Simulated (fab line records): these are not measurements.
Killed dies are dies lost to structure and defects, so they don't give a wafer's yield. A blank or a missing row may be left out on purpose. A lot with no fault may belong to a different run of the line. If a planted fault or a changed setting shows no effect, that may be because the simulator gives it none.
Lot-split experiment || flow gf180mcu || route with 602 steps; 5 lots, 27 wafers read

== SPLIT DETAILS ==
At GF_M1_SPUTTER_03 (material Ti, target thk 10 nm, time 6.7 s), the setting time s was moved away from the recipe's 6.7 s on 6 of the 27 wafers read, by +51.3% to +56.0%. For the rest of the wafers, this setting stayed at what the recipe calls for.

Reading taken at the split's own step.

== THE READING ==
Ti_of_M1_SPUTTER_03.thk nm (the simulator's own value, which no gauge read), in nm, at GF_M1_SPUTTER_03 (material Ti, target thk 10 nm, time 6.7 s). The file does not state a usual value for it. Average 10.045 nm, standard deviation 0.16 nm, over the 21 wafers here run with the recipe.

{"wafer": "L074.1", "tool, chamber at the split": "pvd sputter-03, -", "time s as run, s": 6.7, "against the recipe": "recipe", "Ti_of_M1_SPUTTER_03.thk nm, nm": 10.35, "against lot-mates on the recipe": "-"}
{"wafer": "L074.5", "tool, chamber at the split": "pvd sputter-03, -", "time s as run, s": 6.7, "against the recipe": "recipe", "Ti_of_M1_SPUTTER_03.thk nm, nm": 10.35, "against lot-mates on the recipe": "-"}
{"wafer": "L074.2", "tool, chamber at the split": "pvd sputter-03, -", "time s as run, s": 6.7, "against the recipe": "recipe", "Ti_of_M1_SPUTTER_03.thk nm, nm": 10.26, "against lot-mates on the recipe": "-"}
{"wafer": "L074.3", "tool, chamber at the split": "pvd sputter-03, -", "time s as run, s": 6.7, "against the recipe": "recipe", "Ti_of_M1_SPUTTER_03.thk nm, nm": 10.15, "against lot-mates on the recipe": "-"}
{"wafer": "L074.4", "tool, chamber at the split": "pvd sputter-03, -", "time s as run, s": 6.7, "against the recipe": "recipe", "Ti_of_M1_SPUTTER_03.thk nm, nm": 10.28, "against lot-mates on the recipe": "-"}
{"wafer": "L074.6", "tool, chamber at the split": "pvd sputter-03, -", "time s as run, s": 6.7, "against the recipe": "recipe", "Ti_of_M1_SPUTTER_03.thk nm, nm": 10.23, "against lot-mates on the recipe": "-"}
{"wafer": "L076.1", "tool, chamber at the split": "pvd sputter-01, -", "time s as run, s": 10.14, "against the recipe": "+51.3%", "Ti_of_M1_SPUTTER_03.thk nm, nm": 15.1, "against lot-mates on the recipe": "+5.106"}
{"wafer": "L076.2", "tool, chamber at the split": "pvd sputter-01, -", "time s as run, s": 6.7, "against the recipe": "recipe", "Ti_of_M1_SPUTTER_03.thk nm, nm": 9.893, "against lot-mates on the recipe": "-"}
{"wafer": "L076.3", "tool, chamber at the split": "pvd sputter-01, -", "time s as run, s": 10.14, "against the recipe": "+51.3%", "Ti_of_M1_SPUTTER_03.thk nm, nm": 15.15, "against lot-mates on the recipe": "+5.156"}
{"wafer": "L076.4", "tool, chamber at the split": "pvd sputter-01, -", "time s as run, s": 10.14, "against the recipe": "+51.3%", "Ti_of_M1_SPUTTER_03.thk nm, nm": 15.11, "against lot-mates on the recipe": "+5.116"}
{"wafer": "L076.5", "tool, chamber at the split": "pvd sputter-01, -", "time s as run, s": 6.7, "against the recipe": "recipe", "Ti_of_M1_SPUTTER_03.thk nm, nm": 10.02, "against lot-mates on the recipe": "-"}
{"wafer": "L076.6", "tool, chamber at the split": "pvd sputter-01, -", "time s as run, s": 6.7, "against the recipe": "recipe", "Ti_of_M1_SPUTTER_03.thk nm, nm": 10.07, "against lot-mates on the recipe": "-"}
{"wafer": "L078.1", "tool, chamber at the split": "pvd sputter-04, -", "time s as run, s": 6.7, "against the recipe": "recipe", "Ti_of_M1_SPUTTER_03.thk nm, nm": 10.07, "against lot-mates on the recipe": "-"}
{"wafer": "L078.2", "tool, chamber at the split": "pvd sputter-04, -", "time s as run, s": 6.7, "against the recipe": "recipe", "Ti_of_M1_SPUTTER_03.thk nm, nm": 10.01, "against lot-mates on the recipe": "-"}
{"wafer": "L078.5", "tool, chamber at the split": "pvd sputter-04, -", "time s as run, s": 6.7, "against the recipe": "recipe", "Ti_of_M1_SPUTTER_03.thk nm, nm": 10.06, "against lot-mates on the recipe": "-"}
{"wafer": "L081.1", "tool, chamber at the split": "pvd sputter-03, -", "time s as run, s": 10.45, "against the recipe": "+56.0%", "Ti_of_M1_SPUTTER_03.thk nm, nm": 15.5, "against lot-mates on the recipe": "+5.603"}
{"wafer": "L081.2", "tool, chamber at the split": "pvd sputter-03, -", "time s as run, s": 6.7, "against the recipe": "recipe", "Ti_of_M1_SPUTTER_03.thk nm, nm": 9.971, "against lot-mates on the recipe": "-"}
{"wafer": "L081.3", "tool, chamber at the split": "pvd sputter-03, -", "time s as run, s": 10.45, "against the recipe": "+56.0%", "Ti_of_M1_SPUTTER_03.thk nm, nm": 15.63, "against lot-mates on the recipe": "+5.733"}
{"wafer": "L081.4", "tool, chamber at the split": "pvd sputter-03, -", "time s as run, s": 6.7, "against the recipe": "recipe", "Ti_of_M1_SPUTTER_03.thk nm, nm": 9.876, "against lot-mates on the recipe": "-"}
{"wafer": "L081.5", "tool, chamber at the split": "pvd sputter-03, -", "time s as run, s": 10.45, "against the recipe": "+56.0%", "Ti_of_M1_SPUTTER_03.thk nm, nm": 15.55, "against lot-mates on the recipe": "+5.653"}
{"wafer": "L081.6", "tool, chamber at the split": "pvd sputter-03, -", "time s as run, s": 6.7, "against the recipe": "recipe", "Ti_of_M1_SPUTTER_03.thk nm, nm": 9.843, "against lot-mates on the recipe": "-"}
{"wafer": "L084.1", "tool, chamber at the split": "pvd sputter-01, -", "time s as run, s": 6.7, "against the recipe": "recipe", "Ti_of_M1_SPUTTER_03.thk nm, nm": 9.891, "against lot-mates on the recipe": "-"}
{"wafer": "L084.2", "tool, chamber at the split": "pvd sputter-01, -", "time s as run, s": 6.7, "against the recipe": "recipe", "Ti_of_M1_SPUTTER_03.thk nm, nm": 9.997, "against lot-mates on the recipe": "-"}
{"wafer": "L084.3", "tool, chamber at the split": "pvd sputter-01, -", "time s as run, s": 6.7, "against the recipe": "recipe", "Ti_of_M1_SPUTTER_03.thk nm, nm": 9.909, "against lot-mates on the recipe": "-"}
{"wafer": "L084.4", "tool, chamber at the split": "pvd sputter-01, -", "time s as run, s": 6.7, "against the recipe": "recipe", "Ti_of_M1_SPUTTER_03.thk nm, nm": 9.932, "against lot-mates on the recipe": "-"}
{"wafer": "L084.5", "tool, chamber at the split": "pvd sputter-01, -", "time s as run, s": 6.7, "against the recipe": "recipe", "Ti_of_M1_SPUTTER_03.thk nm, nm": 9.859, "against lot-mates on the recipe": "-"}
{"wafer": "L084.6", "tool, chamber at the split": "pvd sputter-01, -", "time s as run, s": 6.7, "against the recipe": "recipe", "Ti_of_M1_SPUTTER_03.thk nm, nm": 9.918, "against lot-mates on the recipe": "-"}

THE FIT
A straight line over all 27 wafers: Ti_of_M1_SPUTTER_03.thk nm changes by +0.0987 nm for each +1% of time s; r = +1.00; the points scatter about the line by 0.15 nm.
The same after taking each lot's own level away (the mean of its wafers on the recipe; 27 wafers): +0.101 nm for each +1%; r = +1.00; scatter 0.058 nm.
The reading moves by 5.6 nm for the largest change in time s, on that fit.
Across the lots, their own levels run from 9.8967 to 10.2700 nm, a range of 2.3 times the standard deviation given above.
Hence the lot-to-lot level has little effect on the slope; both slopes agree.
Check: for one of the wafers moved furthest among these (+56.0%), held out of the fit, the line's prediction against its lot-mates is +5.63 nm. Against them it came out at +5.6 nm.

== OTHER SPLITS APPLIED TO THESE WAFERS ==
Note: prior to the reading, these wafers also went through further splits. Each is held against what the fit with the lots' levels taken away leaves over:
{"other split on the same wafers": "GF_STI_OXIDATION_29 ox time s", "wafers away from the commonest value": 18, "r with Ti_of_M1_SPUTTER_03.thk nm (lot level and that fit taken away)": -0.18}
{"other split on the same wafers": "GF_POLY_GATE_ETCH_13 time s", "wafers away from the commonest value": 12, "r with Ti_of_M1_SPUTTER_03.thk nm (lot level and that fit taken away)": "+0.03"}
{"other split on the same wafers": "GF_PSD_DEVELOP_06 develop time s", "wafers away from the commonest value": 9, "r with Ti_of_M1_SPUTTER_03.thk nm (lot level and that fit taken away)": "+0.09"}

== THE FILE'S OWN FIT ==
Ti_of_M1_SPUTTER_03.thk nm changes by +0.101 nm for each +1% of time s, r = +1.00.
